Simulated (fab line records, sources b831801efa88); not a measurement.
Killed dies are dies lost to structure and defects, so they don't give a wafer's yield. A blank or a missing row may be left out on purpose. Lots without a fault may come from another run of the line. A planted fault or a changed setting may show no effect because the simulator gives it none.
Which tool did it? | flow gf180mcu | 13 lots, 39 wafers sampled, at 6 steps of a route of 602

WHAT THE GAUGES READ, wafer by wafer
GF_PSD_RS_MEAS_14: measures by four-point-probe.
lot  | measured     | on            | NSD_RS (ohm/sq)
L567 | day 14 23:50 | film_metro-02 | 46.18 46.12 46.15
L568 | day 15 06:49 | film_metro-01 | 46.07 46.13 46.13
L570 | day 16 13:50 | film_metro-03 | 46.07 46.12 46.20
L571 | day 16 15:02 | film_metro-01 | 46.05 45.99 46.11
L573 | day 17 12:58 | film_metro-03 | 46.29 46.16 46.23
L574 | day 17 18:49 | film_metro-03 | 46.34 46.24 46.24
L576 | day 18 06:05 | film_metro-02 | 46.10 46.06 46.09
L579 | day 19 07:22 | film_metro-01 | 42.15 42.10 42.17
L581 | day 19 22:58 | film_metro-03 | 42.21 42.23 42.11
L582 | day 20 07:53 | film_metro-03 | 46.14 46.12 46.19
L585 | day 21 09:26 | film_metro-03 | 46.37 46.26 46.29
L587 | day 21 22:49 | film_metro-03 | 46.12 46.40 46.27
L588 | day 22 19:13 | film_metro-02 | 46.05 46.24 46.10

GF_PSD_RS_MEAS_15: measures by four-point-probe.
lot  | measured     | on            | PSD_RS (ohm/sq)
L567 | day 14 23:58 | film_metro-02 | 108.9 108.9 108.8
L568 | day 15 06:56 | film_metro-01 | 108.5 108.3 108.7
L570 | day 16 13:57 | film_metro-03 | 108.9 108.8 109.1
L571 | day 16 15:10 | film_metro-01 | 108.4 108.5 108.4
L573 | day 17 13:05 | film_metro-03 | 108.9 108.5 108.7
L574 | day 17 18:56 | film_metro-03 | 108.8 108.5 108.7
L576 | day 18 06:12 | film_metro-02 | 108.6 108.4 108.5
L579 | day 19 07:29 | film_metro-01 | 97.1 97.2 97.2
L581 | day 19 23:05 | film_metro-03 | 97.5 97.8 98.0
L582 | day 20 08:01 | film_metro-03 | 108.2 108.4 108.6
L585 | day 21 09:34 | film_metro-03 | 109.0 109.1 109.0
L587 | day 21 22:56 | film_metro-03 | 108.5 109.0 109.0
L588 | day 22 19:20 | film_metro-02 | 108.3 108.6 108.3

GF_SAB_THK_MEAS_01.
lot  | measured     | on            | SAB_CVD_00_THK (nm)
L567 | day 15 00:04 | film_metro-03 | 50.1 49.5 49.6
L568 | day 15 07:05 | film_metro-02 | 49.4 50.2 50.6
L570 | day 16 14:05 | film_metro-04 | 50.1 49.4 50.1
L571 | day 16 15:18 | film_metro-03 | 49.0 48.6 50.0
L573 | day 17 13:13 | film_metro-02 | 48.7 49.5 49.6
L574 | day 17 19:04 | film_metro-02 | 49.9 51.2 49.7
L576 | day 18 06:20 | film_metro-03 | 49.5 48.9 50.0
L579 | day 19 07:38 | film_metro-02 | 50.9 50.5 51.6
L581 | day 19 23:14 | film_metro-02 | 49.2 50.2 50.0
L582 | day 20 08:08 | film_metro-02 | 49.6 49.7 50.7
L585 | day 21 09:42 | film_metro-03 | 49.5 49.3 48.6
L587 | day 21 23:04 | film_metro-03 | 50.2 50.3 51.5
L588 | day 22 19:27 | film_metro-04 | 49.6 51.1 50.7

GF_SALICIDE_THK_MEAS_05: measures by xrf.
lot  | measured     | on            | SALICIDE_TIN_THK (nm)
L567 | day 15 22:00 | film_metro-04 | 19.66 19.89 19.86
L568 | day 16 05:10 | film_metro-01 | 19.88 20.06 19.71
L570 | day 17 12:34 | film_metro-04 | 19.69 19.93 19.89
L571 | day 17 14:31 | film_metro-04 | 19.64 19.93 19.67
L573 | day 18 13:19 | film_metro-01 | 20.07 20.13 20.01
L574 | day 18 18:50 | film_metro-01 | 19.88 19.91 19.90
L576 | day 19 06:59 | film_metro-04 | 19.56 19.51 19.60
L579 | day 20 08:14 | film_metro-01 | 20.04 20.02 19.95
L581 | day 20 23:43 | film_metro-03 | 20.34 20.17 20.11
L582 | day 21 08:49 | film_metro-04 | 19.76 19.61 20.05
L585 | day 22 09:48 | film_metro-04 | 20.24 20.13 19.91
L587 | day 22 22:25 | film_metro-04 | 19.57 19.70 19.81
L588 | day 23 18:19 | film_metro-03 | 20.10 20.22 20.05

WHICH TOOL RAN EACH LOT (tool, then ch and the chambers of the sampled wafers, then the start)
lot  | GF_PSD_RTA_13                    | GF_SALICIDE_SPUTTER_03
L567 | rtp_anneal-02 ch 0, day 14 23:44 | pvd_sputter-01, day 15 21:49
L568 | rtp_anneal-01 ch 0, day 15 06:44 | pvd_sputter-01, day 16 05:01
L570 | rtp_anneal-02 ch 0, day 16 13:45 | pvd_sputter-01, day 17 12:25
L571 | rtp_anneal-01 ch 0, day 16 14:58 | pvd_sputter-04, day 17 14:22
L573 | rtp_anneal-01 ch 0, day 17 12:49 | pvd_sputter-04, day 18 13:09
L574 | rtp_anneal-01 ch 0, day 17 18:44 | pvd_sputter-01, day 18 18:40
L576 | rtp_anneal-02 ch 0, day 18 06:00 | pvd_sputter-01, day 19 06:51
L579 | rtp_anneal-01 ch 0, day 19 07:17 | pvd_sputter-01, day 20 08:05
L581 | rtp_anneal-01 ch 0, day 19 22:53 | pvd_sputter-02, day 20 23:34
L582 | rtp_anneal-02 ch 0, day 20 07:48 | pvd_sputter-04, day 21 08:39
L585 | rtp_anneal-02 ch 0, day 21 09:22 | pvd_sputter-02, day 22 09:39
L587 | rtp_anneal-02 ch 0, day 21 22:43 | pvd_sputter-01, day 22 22:16
L588 | rtp_anneal-02 ch 0, day 22 19:07 | pvd_sputter-01, day 23 18:09
- GF_PSD_RTA_13: time 20 s.
- GF_SALICIDE_SPUTTER_03: material TiN, target thk 20 nm, time 16.7 s.

WHAT THE TOOLS THEMSELVES READ (means of the sampled wafers that have a number; where no wafer has one, the mark that the record gives instead)
GF_PSD_RTA_13.
lot  | tool          | lamp_power_pct (%) | wafer_temp_C_max
L567 | rtp_anneal-02 | 39                 | 1029.7
L568 | rtp_anneal-01 | 32                 | 1028.1
L570 | rtp_anneal-02 | 39                 | 1029.7
L571 | rtp_anneal-01 | 32                 | 1027.6
L573 | rtp_anneal-01 | 32                 | 1029.1
L574 | rtp_anneal-01 | 32                 | 1028.4
L576 | rtp_anneal-02 | 39                 | 1029.1
L579 | rtp_anneal-01 | 35                 | 1055.9
L581 | rtp_anneal-01 | 35                 | 1056.5
L582 | rtp_anneal-02 | 39                 | 1029.3
L585 | rtp_anneal-02 | 39                 | 1030.4
L587 | rtp_anneal-02 | 39                 | 1030.0
L588 | rtp_anneal-02 | 39                 | 1030.0

GF_SALICIDE_SPUTTER_03.
lot  | tool           | throttle_valve_pct (%)
L567 | pvd_sputter-01 | 29.2
L568 | pvd_sputter-01 | 28.1
L570 | pvd_sputter-01 | 28.7
L571 | pvd_sputter-04 | 30.4
L573 | pvd_sputter-04 | 29.5
L574 | pvd_sputter-01 | 28.8
L576 | pvd_sputter-01 | 28.7
L579 | pvd_sputter-01 | 28.3
L581 | pvd_sputter-02 | 28.6
L582 | pvd_sputter-04 | 30.3
L585 | pvd_sputter-02 | 28.8
L587 | pvd_sputter-01 | 29.7
L588 | pvd_sputter-01 | 29.4

THE ANSWER, worked out from the rows above alone
Rule: what is usual is taken from the lots themselves. Put in order of their means at a reading, lots are off if they are a third of the lots or fewer, leave a main group of 4 or more, and stand apart from it by a gap of 3 or more times the standard deviation of the main group's means; of several such gaps the widest counts. A main group whose means are all the same, to the digits that the tables above print for the reading, isn't used. A lot without any number at a reading at which 4 lots or more have one is off too. The other lots that the step has rows for count as sound. The gauges are gone through in route order, then the tools' own readings, and for those a lot's mean is taken as printed above. The first step at which some lot is off is used, and at that step the reading that is off furthest; a lot without a number counts as furthest.
Off: L579, L581, at GF_PSD_RS_MEAS_14 (NSD_RS). The main group: mean 46.17 ohm/sq, standard deviation 0.08.
A tool fits if, at a process step before that reading, it ran every lot that is off, and no sound lot after the first of them. The gauges at GF_PSD_RS_MEAS_14 aren't tried: what is off there is off at GF_PSD_RTA_13 too, on other tools, and a gauge's error can't cause that. One fits: rtp_anneal-01 at GF_PSD_RTA_13. Its last sound lot is L574 (day 17 18:44), its first lot that is off L579 (day 19 07:17): a fault that began between those two fits.
The tool's own readings at GF_PSD_RTA_13 bear it out: on the lots that are off they differ by more than 5 times the standard deviation of the sound lots' means. wafer_temp_C_max reads 1056.2 there against 1029.2 on the sound lots.

WHAT THE SIMULATOR HAD PUT IN
Process parameter drift: rtp_anneal-01, from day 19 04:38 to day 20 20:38, at GF_PSD_RTA_13. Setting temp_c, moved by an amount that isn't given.
Lots struck among those shown: L579, L581. The rule above found the same.
